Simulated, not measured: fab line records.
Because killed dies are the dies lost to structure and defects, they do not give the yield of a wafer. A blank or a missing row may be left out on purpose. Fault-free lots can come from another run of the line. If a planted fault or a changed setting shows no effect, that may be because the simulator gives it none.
Which of the tools did it? :: flow sky130 :: 14 lots, 42 wafers sampled, at 2 steps of a route of 708

== WHAT THE GAUGES READ, wafer by wafer ==
The record holds no reading of a measuring or inspecting step that can be judged against a usual standard deviation.

== TOOL THAT RAN EACH LOT (tool first, then ch and the chambers of the sampled wafers, then the start) ==
lot: L503
SKY_SONOS_ONO_WET_ETCH_18: wet-bench-03 ch 0, day 12 18:34
SKY_PAD_OPEN_PROBE_99: -

lot: L504
SKY_SONOS_ONO_WET_ETCH_18: wet-bench-01 ch 1, day 13 09:44
SKY_PAD_OPEN_PROBE_99: -

lot: L505
SKY_SONOS_ONO_WET_ETCH_18: wet-bench-02 ch 1, day 14 00:01
SKY_PAD_OPEN_PROBE_99: -

lot: L506
SKY_SONOS_ONO_WET_ETCH_18: wet-bench-02 ch 0, day 14 00:40
SKY_PAD_OPEN_PROBE_99: -

lot: L511
SKY_SONOS_ONO_WET_ETCH_18: wet-bench-03 ch 0, day 15 09:37
SKY_PAD_OPEN_PROBE_99: prober-01, day 48 01:11

lot: L512
SKY_SONOS_ONO_WET_ETCH_18: wet-bench-01 ch 2, day 15 17:37
SKY_PAD_OPEN_PROBE_99: -

lot: L513
SKY_SONOS_ONO_WET_ETCH_18: wet-bench-03 ch 3, day 16 02:07
SKY_PAD_OPEN_PROBE_99: -

lot: L514
SKY_SONOS_ONO_WET_ETCH_18: wet-bench-01 ch 0, day 16 10:31
SKY_PAD_OPEN_PROBE_99: prober-02, day 49 12:01

lot: L515
SKY_SONOS_ONO_WET_ETCH_18: wet-bench-01 ch 0, day 16 19:01
SKY_PAD_OPEN_PROBE_99: prober-02, day 49 12:13

lot: L518
SKY_SONOS_ONO_WET_ETCH_18: wet-bench-01 ch 1, day 18 03:22
SKY_PAD_OPEN_PROBE_99: prober-02, day 49 18:52

lot: L519
SKY_SONOS_ONO_WET_ETCH_18: wet-bench-03 ch 2, day 18 03:45
SKY_PAD_OPEN_PROBE_99: -

lot: L520
SKY_SONOS_ONO_WET_ETCH_18: wet-bench-02 ch 1, day 18 15:12
SKY_PAD_OPEN_PROBE_99: prober-01, day 49 21:25

lot: L524
SKY_SONOS_ONO_WET_ETCH_18: wet-bench-02 ch 1, day 20 00:29
SKY_PAD_OPEN_PROBE_99: -

lot: L526
SKY_SONOS_ONO_WET_ETCH_18: wet-bench-03 ch 0, day 20 11:45
SKY_PAD_OPEN_PROBE_99: -
- SKY_SONOS_ONO_WET_ETCH_18: etches Si3N4 in H3PO4, target depth 15 nm, time 172 s.
- SKY_PAD_OPEN_PROBE_99

== WHAT THE TOOLS THEMSELVES READ (means of the sampled wafers that have a number; where no wafer has one, the mark that the record gives instead) ==
SKY_SONOS_ONO_WET_ETCH_18. Usual: run-length-s 199 s, standard deviation 3.5.
lot: L503
tool: wet-bench-03
run-length-s (s): 198
flag: 

lot: L504
tool: wet-bench-01
run-length-s (s): 196
flag: 

lot: L505
tool: wet-bench-02
run-length-s (s): 198
flag: 

lot: L506
tool: wet-bench-02
run-length-s (s): 198
flag: 

lot: L511
tool: wet-bench-03
run-length-s (s): 198
flag: 

lot: L512
tool: wet-bench-01
run-length-s (s): 197
flag: 

lot: L513
tool: wet-bench-03
run-length-s (s): 204
flag: 

lot: L514
tool: wet-bench-01
run-length-s (s): 196
flag: 

lot: L515
tool: wet-bench-01
run-length-s (s): 220
flag: OFF

lot: L518
tool: wet-bench-01
run-length-s (s): 221
flag: OFF

lot: L519
tool: wet-bench-03
run-length-s (s): 204
flag: 

lot: L520
tool: wet-bench-02
run-length-s (s): 205
flag: 

lot: L524
tool: wet-bench-02
run-length-s (s): 206
flag: 

lot: L526
tool: wet-bench-03
run-length-s (s): 198
flag: 

SKY_PAD_OPEN_PROBE_99. Usual: killed_at_M0_to_M3 43, standard deviation 7.3; killed_at_M4_up 3.6, standard deviation 1.9; killed-at-contacts 23, standard deviation 5.3; killed-at-front-end 15, standard deviation 4.5; killed-at-other 0.3, standard deviation 0.72; killed-dies 85, standard deviation 9.4; killed-open 46, standard deviation 6.7; killed-short 38, standard deviation 6.8.
lot: L511
tool: prober-01
killed_at_M0_to_M3: 39
killed_at_M4_up: 3.3
killed-at-contacts: 24
killed-at-front-end: 17
killed-at-other: 0.0
killed-dies: 84
killed-open: 49
killed-short: 34
flag: 

lot: L514
tool: prober-02
killed_at_M0_to_M3: 41
killed_at_M4_up: 4.7
killed-at-contacts: 22
killed-at-front-end: 15
killed-at-other: 0.3
killed-dies: 83
killed-open: 46
killed-short: 37
flag: 

lot: L515
tool: prober-02
killed_at_M0_to_M3: 33
killed_at_M4_up: 4.0
killed-at-contacts: 25
killed-at-front-end: 16
killed-at-other: 0.0
killed-dies: 77
killed-open: 43
killed-short: 34
flag: 

lot: L518
tool: prober-02
killed_at_M0_to_M3: 42
killed_at_M4_up: 4.3
killed-at-contacts: 25
killed-at-front-end: 14
killed-at-other: 0.3
killed-dies: 86
killed-open: 45
killed-short: 41
flag: 

lot: L520
tool: prober-01
killed_at_M0_to_M3: 48
killed_at_M4_up: 4.0
killed-at-contacts: 20
killed-at-front-end: 18
killed-at-other: 0.0
killed-dies: 90
killed-open: 48
killed-short: 42
flag: 

== THE ANSWER, worked out from the rows above alone ==
Rule: take the mean of a lot's wafers that have a number; if it is more than 3 standard deviations from the usual mean, the lot is off. Also off: a lot with no number at a reading for which 4 or more lots have one. Any other lot the step has rows for is counted as sound. First the gauges in route order, then the tools' own readings, where a lot's mean is used as printed above. The first step at which some lot is off is used, and at that step the reading that is off furthest; a lot without a number counts as furthest.
Off: L515, L518, at SKY_SONOS_ONO_WET_ETCH_18 (run-length-s).
A tool fits if, at that step or a process step before it, it ran every lot that is off, and no sound lot after the first of them. One candidate fits, namely wet-bench-01 at SKY_SONOS_ONO_WET_ETCH_18. A fault onset in the window from L514 (day 16 10:31, its last sound lot) to L515 (day 16 19:01, its first lot off) fits.
The tool's own readings at SKY_SONOS_ONO_WET_ETCH_18 bear it out: on the lots that are off they differ by more than 5 times the standard deviation of the sound lots' means. run-length-s reads 220 s there against 200 s on the sound lots.

== WHAT HAD BEEN PUT IN BY THE SIMULATOR ==
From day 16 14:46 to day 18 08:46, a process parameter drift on wet-bench-01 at SKY_SONOS_ONO_WET_ETCH_18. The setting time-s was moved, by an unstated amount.
Lots struck among those shown: L515, L518. The rule above reached the same finding.
